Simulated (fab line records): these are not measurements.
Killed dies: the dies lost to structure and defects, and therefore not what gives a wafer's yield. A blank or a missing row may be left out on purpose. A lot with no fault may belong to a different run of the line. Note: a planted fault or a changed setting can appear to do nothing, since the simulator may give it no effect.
Chamber matching + flow gf180mcu + GF_PASSIVATION_ETCH_11 on rie_diel-03 has 4 sister chambers
The step etches the open film in CF4/O2, stops on TiN, target depth 1800 nm, time 400 s. 14 wafers are shown with their chamber, then 7 later ones without.

WAFERS PAIRED WITH THEIR CHAMBERS
| wafer  | chamber | drypump_motor_current_A (A) | oes_product_au (a.u.) | bias_w (W) |
|--------|---------|-----------------------------|-----------------------|------------|
| L516.1 | 1       | 5.6                         | 0.941                 | 150.1      |
| L516.3 | 0       | 6.5                         | 0.955                 | 149.5      |
| L516.4 | 3       | 6.0                         | 0.966                 | 150.3      |
| L517.1 | 2       | 5.6                         | 0.954                 | 149.8      |
| L517.3 | 1       | 5.6                         | 0.942                 | 150.9      |
| L517.5 | 3       | 6.1                         | 0.957                 | 149.3      |
| L519.4 | 2       | 5.6                         | 0.973                 | 150.5      |
| L519.5 | 3       | 6.0                         | 0.962                 | 150.5      |
| L519.6 | 0       | 6.5                         | 0.961                 | 149.5      |
| L521.3 | 2       | 5.6                         | 0.953                 | 150.1      |
| L521.4 | 0       | 6.5                         | 0.956                 | 150.0      |
| L521.6 | 3       | 6.1                         | 0.962                 | 150.1      |
| L523.1 | 3       | 6.0                         | 0.957                 | 149.8      |
| L523.2 | 2       | 5.6                         | 0.953                 | 149.7      |

SIGNATURES (averages over the wafers above)
| reading                 | chamber 0 | chamber 1 | chamber 2 | chamber 3 | scatter within a chamber |
|-------------------------|-----------|-----------|-----------|-----------|--------------------------|
| drypump_motor_current_A | 6.500     | 5.600     | 5.600     | 6.040     | 0.0346                   |
| oes_product_au          | 0.95733   | 0.94150   | 0.95825   | 0.96080   | 0.00609                  |
| bias_w                  | 149.667   | 150.500   | 150.025   | 150.000   | 0.419                    |
Rule: for a wafer and a chamber, the distance is found by dividing, reading by reading, the gap between the wafer's reading and the chamber's mean by the reading's scatter, squaring, summing and taking the root. If the next closest chamber is less than 2 further off than the closest, the wafer can't be placed; otherwise it belongs to the closest. The scatter: the root of (the sum of the squares of (reading less its chamber's mean) over the shown wafers, divided by (wafers less chambers)).

WAFERS WHOSE CHAMBER IS MISSING
| wafer  | drypump_motor_current_A (A) | oes_product_au (a.u.) | bias_w (W) |
|--------|-----------------------------|-----------------------|------------|
| L523.3 | 6.5                         | 0.957                 | 149.6      |
| L533.3 | 5.6                         | 0.950                 | 149.6      |
| L533.5 | 6.0                         | 0.953                 | 149.6      |
| L533.6 | 5.6                         | 0.957                 | 150.8      |
| L535.1 | 5.6                         | 0.955                 | 149.9      |
| L535.2 | 6.5                         | 0.966                 | 150.1      |
| L535.5 | 5.6                         | 0.972                 | 149.7      |

EACH ONE'S CHAMBER
| wafer  | from the rows above     | in truth                   |
|--------|-------------------------|----------------------------|
| L523.3 | 0                       | 0                          |
| L533.3 | can't be placed: 2 or 1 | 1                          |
| L533.5 | 3                       | 3                          |
| L533.6 | can't be placed: 2 or 1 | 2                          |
| L535.1 | 2                       | 2                          |
| L535.2 | 0                       | 0                          |
| L535.5 | 2                       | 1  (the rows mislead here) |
Correct placement for 4 of the 7. Cannot be placed on the basis of these rows: 2; the candidates contain the true chamber in 2. Number placed wrongly: 1.
